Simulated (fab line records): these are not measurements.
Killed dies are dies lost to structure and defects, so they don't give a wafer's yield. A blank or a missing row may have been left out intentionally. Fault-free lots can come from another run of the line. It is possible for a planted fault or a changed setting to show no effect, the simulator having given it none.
8D (eight disciplines) problem report, filled in by code || flow gf180mcu || the parts of the form that need people (team, actions taken, sign-off) are left out

== 1. WHAT WENT WRONG ==
Wafers with no fault read 40.02 Torr with a standard deviation of 0.088, whereas chamber-pressure-Torr at GF_V1_CVD_23 reads a mean of 41.72 Torr on 1 wafer of 1 lot. That is +19 standard deviations from the usual mean.
The step: deposits W, target thk 350 nm, time 105.05 s.
The first sign was on wafer L610.6 at day 26 09:28, on cvd-w-02. At this step, 15 wafers from 5 lots have a number in the record. By rule, "out" or "out of limits" means more than 4 standard deviations away from the usual mean. Any other wafer with a number is counted as sound.

== 2. WHAT IT IS, WHAT IT ISN'T ==
{"question": "which readings at this step", "is": "chamber-pressure-Torr", "is not": "heater-power-w, susceptor-temp-C"}
{"question": "which lots", "is": "L610", "is not": "L592, L593, L594, L599"}
{"question": "which wafers of those lots", "is": "L610.6", "is not": "L610.3, L610.5"}
{"question": "read on which tools", "is": "cvd-w-02", "is not": "cvd-w-01"}
{"question": "when", "is": "from day 26 09:28", "is not": "up to then (14 sound wafers)"}

== 3. WHAT RULES OUT EACH SUSPECT ==
Counting: if a tool at a process step up to the reading ran every lot that is out, it stays a suspect. Sound lots after the first of them don't rule it out here, since some wafers of a struck lot are sound.
- rie-diel-01 at GF_V1_ETCH_16 (etches BARC in N2/H2): kept. It ran the lot that is out, L610 (day 26 08:38); its last sound lot up to then is L592 (day 20 05:07).
- rie-diel-01 at GF_V1_ETCH_17 (etches SiO2 in C4F8/O2/Ar, stops on TiN, target depth 630 nm): kept. It ran the lot that is out, L610 (day 26 08:48); its last sound lot up to then is L592 (day 20 05:15). Because GF_V1_ETCH_17 lacks a start for some lots, the hours and order of its lots are taken from GF_V1_STRIP_18.
- plasma-asher-02 at GF_V1_STRIP_18 (strips in O2/N2): kept. It ran the lot that is out, L610 (day 26 08:48); its last sound lot up to then is L599 (day 22 17:45).
- pvd-sputter-02 at GF_V1_SPUTTER_21 (material Ti, target thk 15 nm, time 80.02 s): kept. It ran the lot that is out, L610 (day 26 09:20).
- pvd-sputter-02 at GF_V1_SPUTTER_22 (material TiN, target thk 10 nm, time 40 s): kept. It ran the lot that is out, L610 (day 26 09:23).
- cvd-w-02 at GF_V1_CVD_23 (deposits W, target thk 350 nm, time 105.05 s): kept. It ran the lot that is out, L610 (day 26 09:28); its last sound lot up to then is L599 (day 22 18:23). Out on those wafers are its own readings of chamber-pressure-Torr.
- rie-diel-01, GF_V1_ETCH_16: wafers that are out in chamber 0, sound lot-mates in chambers 2, 3.
- rie-diel-01, GF_V1_ETCH_17: wafers that are out in chamber 0, sound lot-mates in chambers 2, 3.
- At GF_V1_STRIP_18 on plasma-asher-02, chamber 1 took the sound wafers of the same lots and chamber 0 took the wafers that are out.
- At GF_V1_CVD_23 on cvd-w-02, chamber 1 took the sound wafers of the same lots and chamber 0 took the wafers that are out.
Left after counting: rie-diel-01 at GF_V1_ETCH_16, rie-diel-01 at GF_V1_ETCH_17, plasma-asher-02 at GF_V1_STRIP_18, pvd-sputter-02 at GF_V1_SPUTTER_21, pvd-sputter-02 at GF_V1_SPUTTER_22, cvd-w-02 at GF_V1_CVD_23.

== 4. THE CAUSE (what the simulator had put in) ==
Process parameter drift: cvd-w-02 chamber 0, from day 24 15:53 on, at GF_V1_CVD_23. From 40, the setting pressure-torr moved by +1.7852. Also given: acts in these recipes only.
6 suspects survive the count, and this tool is in that group.

== 5. SEQUENCE OF EFFECTS, ordered by route ==
One row per reading whose mean, taken over the struck wafers that have a number, lies over 3 standard deviations from the usual. Only readings whose record carries a usual standard deviation are examined. hours: median over the lots of the time between each lot's start at the first step of this table that gives one and its start at this step. sigmas: the change, counted in usual standard deviations.
{"hours": 0, "step": "GF_V1_CVD_23", "reading": "chamber-pressure-Torr", "usual": "40.02 Torr", "on struck wafers": 41.72, "change": "+1.70", "sigmas": "+19"}
The process steps in it:
- GF_V1_CVD_23: deposits W, target thk 350 nm, time 105.05 s.
Later steps that measure or inspect, where all struck wafers having a row at the step show a number for every such reading and not one has moved that far: GF_V1_RS_MEAS_24.

== 6. HOW IT WOULD HAVE BEEN CAUGHT EARLIER ==
42 hours passed between the start of the fault at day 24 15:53 and the first reading out of limits in this record, taken at day 26 09:28.
